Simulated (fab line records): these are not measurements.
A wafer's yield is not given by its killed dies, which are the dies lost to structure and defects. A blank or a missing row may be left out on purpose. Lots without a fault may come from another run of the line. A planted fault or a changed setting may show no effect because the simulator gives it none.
Check for tools in common -- flow gf180mcu -- 14 lots and 42 wafers in the sample

REASON FOR OPENING
At GF_DNWELL_TW_MEAS_09 the reading DNWELL_TW is flagged on 2 of 14 lots. Wafers without a fault read 1343, standard deviation 13.
Rule: a lot is flagged when every wafer of it that has a number lies more than 4 standard deviations from that mean, or none has a number. All remaining lots are regarded as sound.

lot,measured,on,"DNWELL_TW, wafer by wafer",flag
L713,day 2 20:20,film-metro-02,1346 1343 1348,
L714,day 3 00:01,film-metro-02,1352 1351 1349,
L715,day 3 04:20,film-metro-01,31 31 31,FLAGGED
L716,day 3 10:26,film-metro-02,31 31 31,FLAGGED
L721,day 4 13:59,film-metro-02,1350 1360 1361,
L728,day 6 01:32,film-metro-04,1325 1331 1329,
L729,day 6 07:32,film-metro-04,1323 1326 1326,
L730,day 6 13:44,film-metro-02,1349 1358 1358,
L731,day 6 18:04,film-metro-04,1331 1329 1329,
L732,day 7 00:47,film-metro-02,1339 1345 1348,
L733,day 7 04:56,film-metro-02,1339 1344 1350,
L734,day 7 09:55,film-metro-01,1346 1339 1340,
L735,day 7 14:56,film-metro-01,1334 1344 1349,
L736,day 7 22:14,film-metro-01,1338 1337 1341,
On average the flagged lots read 31, which is -1312 against the usual, or -99 or more standard deviations.

TOOL THAT RAN EACH LOT
The record keeps 1 process step preceding the reading, out of 602 steps on the route. Each cell gives the tool, then ch followed by the chambers the sampled wafers passed through, then the start.
lot,flag,GF_DNWELL_EXPOSE_04
L713,,"iline-stepper-02 ch 0, day 2 14:14"
L714,,"iline-stepper-02 ch 0, day 2 17:55"
L715,FLAGGED,"iline-stepper-02, day 2 22:21"
L716,FLAGGED,"iline-stepper-02, day 3 03:45"
L721,,"iline-stepper-01 ch 0, day 4 06:49"
L728,,"iline-stepper-02 ch 0, day 5 18:06"
L729,,"iline-stepper-01 ch 0, day 5 23:34"
L730,,"iline-stepper-02 ch 0, day 6 06:24"
L731,,"iline-stepper-01 ch 0, day 6 10:31"
L732,,"iline-stepper-01 ch 0, day 6 17:08"
L733,,"iline-stepper-02 ch 0, day 6 20:48"
L734,,"iline-stepper-02 ch 0, day 7 01:53"
L735,,"iline-stepper-02 ch 0, day 7 06:56"
L736,,"iline-stepper-02 ch 0, day 7 14:29"
These steps, and what they do:
- GF_DNWELL_EXPOSE_04: exposes mask DNWELL, target cd 1700 nm.
- GF_DNWELL_TW_MEAS_09

FLAGGED OVER TOTAL, TOOL BY TOOL (the gauges that took the reading come last)
step,tool,lots run,flagged,share of the flagged lots,sound lots run after its first flagged lot
GF_DNWELL_EXPOSE_04,iline-stepper-01,4,0,none,-
GF_DNWELL_EXPOSE_04,iline-stepper-02,10,2,all,"6 (L728,L730,L733,L734,L735,L736)"
GF_DNWELL_TW_MEAS_09,film-metro-01,4,1,some,"3 (L734,L735,L736)"
GF_DNWELL_TW_MEAS_09,film-metro-02,7,1,some,"4 (L721,L730,L732,L733)"
GF_DNWELL_TW_MEAS_09,film-metro-04,3,0,none,-

WHAT THE TABLE ALLOWS
All flagged lots share 1 row of the table, namely iline-stepper-02 at GF_DNWELL_EXPOSE_04.
- iline-stepper-02 at GF_DNWELL_EXPOSE_04 ran 10 lots, 2 of them flagged. After the first flagged lot (L728, L730, L733, L734, L735, L736), sound lots still ran on it; a lasting fault on the whole tool would not permit that. On the flagged lots its readings are blank where sound lots have values: exposure-dose-mJ-cm2, focus-offset-nm, reticle-temp-C, stage-vel-mm-s.
None of the table's rows ran every flagged lot and, after the first, no sound lot.

WHAT THE SIMULATOR HAD INSERTED
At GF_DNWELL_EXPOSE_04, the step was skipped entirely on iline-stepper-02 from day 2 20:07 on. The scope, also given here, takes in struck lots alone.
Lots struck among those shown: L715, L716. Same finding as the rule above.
